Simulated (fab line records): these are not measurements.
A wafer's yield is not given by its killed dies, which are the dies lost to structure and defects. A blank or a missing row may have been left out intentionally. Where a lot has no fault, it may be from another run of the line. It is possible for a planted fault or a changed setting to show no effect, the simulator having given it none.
Comparing a struck lot with a sound one | flow sky130 | 15 steps out of a route of 708
Sound: the wafers L707.2, L707.4, L707.5. Struck: wafers L724.4, L724.5, L724.6. Last of all comes the cause.
At each step with rows: each side's tool, then ch and its chambers, then its first start. Under that, the readings that differ: sound wafers | struck wafers | difference of the means | sigmas: that difference in standard deviations of wafers without a fault.
alike: a reading whose means differ by less than 2 such deviations, as well as words and numbers matching on both sides. not compared: withheld readings; readings where some wafer has no value; bounds like >300 that might hide an equal value; numbers whose values overlap and for which the record gives no deviation.
A row with sigmas, a row that says differs or no value, or rows on one side alone: a step with any of these is where the two part. When numbers do not overlap yet have no deviation, they are printed without sigmas and do not part them. Lack of a reading on every wafer of one side parts them only where that side has two or more wafers.

first, 4 steps without rows for these wafers: SKY_LI_CONTACT_SOFTBAKE_08 (time 90 s); SKY_LI_CONTACT_EXPOSE_09 (exposes mask LICM1, target cd 170 nm); SKY_LI_CONTACT_PEB_10; SKY_LI_CONTACT_DEVELOP_11 (develop time 60 s).
SKY_LI_CONTACT_CD_MEAS_12: the cd target is 170 nm.
  sound on cdSem-01 at day 30 05:37; struck on cdSem-02 at day 35 20:57
  alike: cdNm
SKY_LI_CONTACT_OVL_MEAS_13:
  sound on overlay-02 at day 30 05:43; struck on overlay-01 at day 35 21:02
  alike: LI_CONTACT_OVL
SKY_LI_CONTACT_ETCH_14: etches BARC in N2/H2, stops on SiO2, time 45.9 s, target depth 60 nm.
  sound on rieDiel-02 ch 0,1,2, day 30 05:44; struck on rieDiel-01 ch 0,1,3, day 35 21:02
  alike: drypumpMotorCurrentA, oesProductAu, throttleValvePct
  not compared: rfHoursCounterH
SKY_LI_CONTACT_ETCH_15: etches PSG in C4F8/O2/Ar, stops on Si, target depth 600 nm.
  sound on rieDiel-02 ch 0,1,2, day 30 05:47; struck on rieDiel-01 ch 0,1,3, day 35 21:05
  alike: oesProductAu
SKY_LI_CONTACT_STRIP_16: strips in O2/N2.
  sound on plasmaAsher-04 ch 1, day 30 05:52; struck on plasmaAsher-02 ch 0,1, day 35 21:13
  alike: drypumpMotorCurrentA, oesProductAu, stripTimeToEndpointS
  not compared: rfHoursCounterH
then, 2 steps without rows for these wafers: SKY_LI_CONTACT_CLEAN_17 (cleans in NMP, time 600 s); SKY_LI_CONTACT_PRE_CLEAN_18 (time 5.6 s).
SKY_LI_CONTACT_SPUTTER_19: material Ti, target thk 20 nm, time 106.37 s.
  sound on pvdSputter-04 at day 30 06:11; struck on pvdSputter-04 at day 35 21:38
  alike: substrateTempC, throttleValvePct
SKY_LI_CONTACT_SPUTTER_20: material TiN, target thk 20 nm, time 80 s.
  sound on pvdSputter-04 at day 30 06:16; struck on pvdSputter-04 at day 35 21:43
reading                                       | sound            | struck           | difference | sigmas
model.TiN_of_LI_CONTACT_SPUTTER_20.thkNm (nm) | 20.51 20.14 20.4 | 34.2 34.34 34.18 | +13.9      | 
  alike: throttleValvePct
SKY_LI_CONTACT_CVD_21: deposits W, target thk 400 nm, time 120.56 s.
  sound on cvdW-02 ch 0, day 30 06:22; struck on cvdW-01 ch 0,1, day 35 21:49
  alike: heaterPowerW
  not compared: sinceWetCleanH
-- here the record skips 15 days between the struck wafers' starts before and after, leaving off in module LI_CONTACT and picking up in module PAD_OPEN (first step shown: number 708 of the route) --
SKY_PAD_OPEN_PROBE_99:
  sound on prober-02 at day 46 10:53; struck on prober-01 at day 50 15:04
reading                      | sound             | struck            | difference | sigmas
model.etest.liconNdiff.rcOhm | 186.8 186.2 180.5 | 197.4 187.1 187.1 | +6.0       | 
  alike: killed_at_M0_to_M3, killed_at_M4_up, killedAtContacts, killedAtFrontEnd, killedAtOther, killedDies, killedOpen, killedShort

== WHERE THEY PART ==
Nowhere in this record.

WHY: whatever the simulator had introduced
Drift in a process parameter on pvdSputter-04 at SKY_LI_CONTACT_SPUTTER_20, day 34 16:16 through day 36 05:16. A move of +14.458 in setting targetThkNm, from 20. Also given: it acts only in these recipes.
